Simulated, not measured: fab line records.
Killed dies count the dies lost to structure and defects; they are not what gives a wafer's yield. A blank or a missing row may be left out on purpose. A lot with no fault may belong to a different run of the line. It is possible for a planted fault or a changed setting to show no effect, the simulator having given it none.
Which tool is to blame? :: flow gf180mcu :: Sampling: 12 lots, 36 wafers, 4 of 602 route steps

== WHAT THE GAUGES SHOWED, per wafer ==
Not one reading of a measure or inspect step in the record can be checked against a usual standard deviation.

== WHAT TOOL EACH LOT RAN ON (gives the tool, then ch and the chambers of the sampled wafers, and finally the start) ==
lot: L300
GF_MVSD_STRIP_10: plasma asher-01 ch 0,1, day 4 17:44
GF_POLY_GATE_ETCH_13: rie si-02 ch 1,2,3, day 9 10:57
GF_V2_ETCH_16: rie diel-02 ch 0,1, day 20 18:21
GF_M3_STRIP_17: plasma asher-03 ch 1, day 21 20:23

lot: L301
GF_MVSD_STRIP_10: plasma asher-01 ch 0,1, day 4 21:43
GF_POLY_GATE_ETCH_13: rie si-02 ch 0,1,2, day 9 17:54
GF_V2_ETCH_16: rie diel-03 ch 0,2, day 21 02:06
GF_M3_STRIP_17: plasma asher-02 ch 0,1, day 22 03:57

lot: L302
GF_MVSD_STRIP_10: plasma asher-01 ch 0,1, day 5 03:02
GF_POLY_GATE_ETCH_13: rie si-02 ch 1,2, day 9 23:36
GF_V2_ETCH_16: rie diel-03 ch 1,2,3, day 21 12:51
GF_M3_STRIP_17: plasma asher-04 ch 0,1, day 22 15:21

lot: L305
GF_MVSD_STRIP_10: plasma asher-04 ch 0,1, day 5 20:26
GF_POLY_GATE_ETCH_13: rie si-02 ch 0,2,3, day 10 23:09
GF_V2_ETCH_16: rie diel-04 ch 0,1,2, day 22 16:45
GF_M3_STRIP_17: plasma asher-03 ch 0,1, day 23 17:25

lot: L306
GF_MVSD_STRIP_10: plasma asher-04 ch 0,1, day 6 03:08
GF_POLY_GATE_ETCH_13: rie si-02 ch 0,3, day 11 07:26
GF_V2_ETCH_16: rie diel-04 ch 0,2,3, day 23 04:42
GF_M3_STRIP_17: plasma asher-04 ch 0,1, day 24 04:46

lot: L307
GF_MVSD_STRIP_10: plasma asher-01 ch 0,1, day 6 07:32
GF_POLY_GATE_ETCH_13: rie si-02 ch 0,3, day 11 13:15
GF_V2_ETCH_16: rie diel-02 ch 0,1, day 23 10:36
GF_M3_STRIP_17: plasma asher-02 ch 0,1, day 24 11:05

lot: L309
GF_MVSD_STRIP_10: plasma asher-01 ch 0,1, day 6 21:46
GF_POLY_GATE_ETCH_13: rie si-02 ch 0,1,3, day 12 09:05
GF_V2_ETCH_16: rie diel-03 ch 2,3, day 24 08:11
GF_M3_STRIP_17: plasma asher-04 ch 0,1, day 25 08:04

lot: L310
GF_MVSD_STRIP_10: plasma asher-02 ch 0, day 7 01:29
GF_POLY_GATE_ETCH_13: rie si-02 ch 0,1,3, day 12 11:48
GF_V2_ETCH_16: rie diel-02 ch 0,1, day 24 13:12
GF_M3_STRIP_17: plasma asher-02 ch 0,1, day 25 12:49

lot: L319
GF_MVSD_STRIP_10: plasma asher-02 ch 1, day 9 06:32
GF_POLY_GATE_ETCH_13: rie si-02 ch 0,2,3, day 15 06:33
GF_V2_ETCH_16: rie diel-04 ch 1,3, day 27 07:42
GF_M3_STRIP_17: plasma asher-04 ch 1, day 28 09:58

lot: L320
GF_MVSD_STRIP_10: plasma asher-04 ch 0,1, day 9 13:11
GF_POLY_GATE_ETCH_13: rie si-02 ch 0,2,3, day 15 12:59
GF_V2_ETCH_16: rie diel-04 ch 1,2,3, day 27 13:41
GF_M3_STRIP_17: plasma asher-03 ch 0,1, day 28 13:05

lot: L321
GF_MVSD_STRIP_10: plasma asher-01 ch 0,1, day 9 19:14
GF_POLY_GATE_ETCH_13: rie si-01 ch 0,1,3, day 15 22:29
GF_V2_ETCH_16: rie diel-02 ch 0,1,2, day 27 22:30
GF_M3_STRIP_17: plasma asher-03 ch 0,1, day 28 17:26

lot: L322
GF_MVSD_STRIP_10: plasma asher-01 ch 0,1, day 10 00:50
GF_POLY_GATE_ETCH_13: rie si-02 ch 0,2,3, day 16 07:38
GF_V2_ETCH_16: rie diel-04 ch 0,1,3, day 28 11:24
GF_M3_STRIP_17: plasma asher-03 ch 0,1, day 29 07:48
- GF_MVSD_STRIP_10: strips in O2/N2.
- GF_POLY_GATE_ETCH_13: etches poly-Si in HBr/Cl2, stops on SiO2, target depth 198.5 nm, time 69.6 s.
- GF_V2_ETCH_16: etches BARC in N2/H2.
- GF_M3_STRIP_17: strips in O2/N2.

== WHAT THE TOOLS THEMSELVES READ (means of the sampled wafers that have a number; where no wafer has one, the mark that the record gives instead) ==
GF_MVSD_STRIP_10. Usual: drypump motor current A 6.0 A, standard deviation 0.3; heater power w 350 W, standard deviation 32; oes product au 0.722 a.u., standard deviation 0.0051; strip time to endpoint s 36.96 s, standard deviation 0.097.
lot: L300
tool: plasma asher-01
drypump motor current A (A): 6.4
heater power w (W): 381
oes product au (a.u.): 0.722
strip time to endpoint s (s): 36.99
flag: 

lot: L301
tool: plasma asher-01
drypump motor current A (A): 6.2
heater power w (W): 368
oes product au (a.u.): 0.726
strip time to endpoint s (s): 36.94
flag: 

lot: L302
tool: plasma asher-01
drypump motor current A (A): 6.2
heater power w (W): 359
oes product au (a.u.): 0.726
strip time to endpoint s (s): 37.02
flag: 

lot: L305
tool: plasma asher-04
drypump motor current A (A): 6.1
heater power w (W): 313
oes product au (a.u.): 0.724
strip time to endpoint s (s): 36.77
flag: 

lot: L306
tool: plasma asher-04
drypump motor current A (A): 6.1
heater power w (W): 309
oes product au (a.u.): 0.718
strip time to endpoint s (s): 36.92
flag: 

lot: L307
tool: plasma asher-01
drypump motor current A (A): 6.2
heater power w (W): 366
oes product au (a.u.): 0.726
strip time to endpoint s (s): 37.04
flag: 

lot: L309
tool: plasma asher-01
drypump motor current A (A): 6.4
heater power w (W): 385
oes product au (a.u.): 0.721
strip time to endpoint s (s): 36.94
flag: 

lot: L310
tool: plasma asher-02
drypump motor current A (A): 5.7
heater power w (W): 347
oes product au (a.u.): 0.723
strip time to endpoint s (s): 36.92
flag: 

lot: L319
tool: plasma asher-02
drypump motor current A (A): 5.7
heater power w (W): 339
oes product au (a.u.): 0.722
strip time to endpoint s (s): 36.97
flag: 

lot: L320
tool: plasma asher-04
drypump motor current A (A): 6.0
heater power w (W): 318
oes product au (a.u.): 0.721
strip time to endpoint s (s): 36.90
flag: 

lot: L321
tool: plasma asher-01
drypump motor current A (A): 6.4
heater power w (W): 387
oes product au (a.u.): 0.727
strip time to endpoint s (s): 37.07
flag: 

lot: L322
tool: plasma asher-01
drypump motor current A (A): 6.4
heater power w (W): 384
oes product au (a.u.): 0.723
strip time to endpoint s (s): 37.03
flag: 

GF_POLY_GATE_ETCH_13. Usual: drypump motor current A 5.6 A, standard deviation 0.41; oes product au 0.993 a.u., standard deviation 0.0083; run length s 97.8 s, standard deviation 0.43; throttle valve pct 33.686 %, standard deviation 0.0097.
lot: L300
tool: rie si-02
drypump motor current A (A): 5.8
oes product au (a.u.): 0.991
run length s (s): 97.8
throttle valve pct (%): 33.688
flag: 

lot: L301
tool: rie si-02
drypump motor current A (A): 5.8
oes product au (a.u.): 0.990
run length s (s): 97.9
throttle valve pct (%): 33.685
flag: 

lot: L302
tool: rie si-02
drypump motor current A (A): 5.7
oes product au (a.u.): 0.987
run length s (s): 98.2
throttle valve pct (%): 33.678
flag: 

lot: L305
tool: rie si-02
drypump motor current A (A): 5.6
oes product au (a.u.): 0.996
run length s (s): 97.9
throttle valve pct (%): 33.683
flag: 

lot: L306
tool: rie si-02
drypump motor current A (A): 5.7
oes product au (a.u.): 0.993
run length s (s): 97.6
throttle valve pct (%): 33.682
flag: 

lot: L307
tool: rie si-02
drypump motor current A (A): 5.7
oes product au (a.u.): 0.953
run length s (s): 102.5
throttle valve pct (%): 33.680
flag: OFF

lot: L309
tool: rie si-02
drypump motor current A (A): 5.9
oes product au (a.u.): 0.948
run length s (s): 102.8
throttle valve pct (%): 33.688
flag: OFF

lot: L310
tool: rie si-02
drypump motor current A (A): 5.8
oes product au (a.u.): 0.949
run length s (s): 102.7
throttle valve pct (%): 33.691
flag: OFF

lot: L319
tool: rie si-02
drypump motor current A (A): 5.6
oes product au (a.u.): 1.001
run length s (s): 97.5
throttle valve pct (%): 33.679
flag: 

lot: L320
tool: rie si-02
drypump motor current A (A): 5.6
oes product au (a.u.): 0.983
run length s (s): 97.5
throttle valve pct (%): 33.683
flag: 

lot: L321
tool: rie si-01
drypump motor current A (A): 5.1
oes product au (a.u.): 0.977
run length s (s): 97.7
throttle valve pct (%): 33.684
flag: 

lot: L322
tool: rie si-02
drypump motor current A (A): 5.6
oes product au (a.u.): 0.997
run length s (s): 97.9
throttle valve pct (%): 33.683
flag: 

GF_V2_ETCH_16. Usual: drypump motor current A 5.6 A, standard deviation 0.49; oes product au 0.854 a.u., standard deviation 0.0043; throttle valve pct 13.225 %, standard deviation 0.009.
lot: L300
tool: rie diel-02
drypump motor current A (A): 5.7
oes product au (a.u.): 0.856
throttle valve pct (%): 13.233
flag: 

lot: L301
tool: rie diel-03
drypump motor current A (A): 5.9
oes product au (a.u.): 0.859
throttle valve pct (%): 13.232
flag: 

lot: L302
tool: rie diel-03
drypump motor current A (A): 5.7
oes product au (a.u.): 0.851
throttle valve pct (%): 13.222
flag: 

lot: L305
tool: rie diel-04
drypump motor current A (A): 5.7
oes product au (a.u.): 0.854
throttle valve pct (%): 13.221
flag: 

lot: L306
tool: rie diel-04
drypump motor current A (A): 5.5
oes product au (a.u.): 0.854
throttle valve pct (%): 13.224
flag: 

lot: L307
tool: rie diel-02
drypump motor current A (A): 5.7
oes product au (a.u.): 0.853
throttle valve pct (%): 13.234
flag: 

lot: L309
tool: rie diel-03
drypump motor current A (A): 5.9
oes product au (a.u.): 0.853
throttle valve pct (%): 13.210
flag: 

lot: L310
tool: rie diel-02
drypump motor current A (A): 5.5
oes product au (a.u.): 0.855
throttle valve pct (%): 13.212
flag: 

lot: L319
tool: rie diel-04
drypump motor current A (A): 5.9
oes product au (a.u.): 0.856
throttle valve pct (%): 13.232
flag: 

lot: L320
tool: rie diel-04
drypump motor current A (A): 5.5
oes product au (a.u.): 0.858
throttle valve pct (%): 13.226
flag: 

lot: L321
tool: rie diel-02
drypump motor current A (A): 5.4
oes product au (a.u.): 0.852
throttle valve pct (%): 13.222
flag: 

lot: L322
tool: rie diel-04
drypump motor current A (A): 5.8
oes product au (a.u.): 0.856
throttle valve pct (%): 13.227
flag: 

GF_M3_STRIP_17. Usual: drypump motor current A 5.7 A, standard deviation 0.48; heater power w 349 W, standard deviation 38; oes product au 0.536 a.u., standard deviation 0.0045; strip time to endpoint s 7.37 s, standard deviation 0.047.
lot: L300
tool: plasma asher-03
drypump motor current A (A): 4.8
heater power w (W): 350
oes product au (a.u.): 0.536
strip time to endpoint s (s): 7.38
flag: 

lot: L301
tool: plasma asher-02
drypump motor current A (A): 5.7
heater power w (W): 340
oes product au (a.u.): 0.538
strip time to endpoint s (s): 7.36
flag: 

lot: L302
tool: plasma asher-04
drypump motor current A (A): 6.0
heater power w (W): 320
oes product au (a.u.): 0.529
strip time to endpoint s (s): 7.38
flag: 

lot: L305
tool: plasma asher-03
drypump motor current A (A): 5.2
heater power w (W): 368
oes product au (a.u.): 0.537
strip time to endpoint s (s): 7.34
flag: 

lot: L306
tool: plasma asher-04
drypump motor current A (A): 6.1
heater power w (W): 310
oes product au (a.u.): 0.535
strip time to endpoint s (s): 7.38
flag: 

lot: L307
tool: plasma asher-02
drypump motor current A (A): 5.7
heater power w (W): 337
oes product au (a.u.): 0.535
strip time to endpoint s (s): 7.28
flag: 

lot: L309
tool: plasma asher-04
drypump motor current A (A): 6.0
heater power w (W): 315
oes product au (a.u.): 0.539
strip time to endpoint s (s): 7.37
flag: 

lot: L310
tool: plasma asher-02
drypump motor current A (A): 5.7
heater power w (W): 336
oes product au (a.u.): 0.536
strip time to endpoint s (s): 7.38
flag: 

lot: L319
tool: plasma asher-04
drypump motor current A (A): 5.9
heater power w (W): 326
oes product au (a.u.): 0.533
strip time to endpoint s (s): 7.42
flag: 

lot: L320
tool: plasma asher-03
drypump motor current A (A): 5.2
heater power w (W): 374
oes product au (a.u.): 0.541
strip time to endpoint s (s): 7.42
flag: 

lot: L321
tool: plasma asher-03
drypump motor current A (A): 5.6
heater power w (W): 392
oes product au (a.u.): 0.538
strip time to endpoint s (s): 7.42
flag: 

lot: L322
tool: plasma asher-03
drypump motor current A (A): 5.6
heater power w (W): 391
oes product au (a.u.): 0.536
strip time to endpoint s (s): 7.37
flag: 

== THE ANSWER, worked out from the rows above alone ==
Rule: take the mean of a lot's wafers that have a number; if it is more than 3 standard deviations from the usual mean, the lot is off. A lot without any number at a reading at which 4 lots or more have one is off too. Where the step has rows for the other lots, those lots are counted as sound. Order of review: gauges by route order, followed by the tools' own readings, for which a lot's mean as printed above is used. At the first step where some lot is off, the reading lying furthest off is the one used; lots without a number count as furthest.
Off at GF_POLY_GATE_ETCH_13 (run length s): L307, L309, L310.
A tool fits if, at that step or a process step before it, it ran every lot that is off, and no sound lot after the first of them. No candidate that was tried fits.

== WHAT WAS PUT IN BY THE SIMULATOR ==
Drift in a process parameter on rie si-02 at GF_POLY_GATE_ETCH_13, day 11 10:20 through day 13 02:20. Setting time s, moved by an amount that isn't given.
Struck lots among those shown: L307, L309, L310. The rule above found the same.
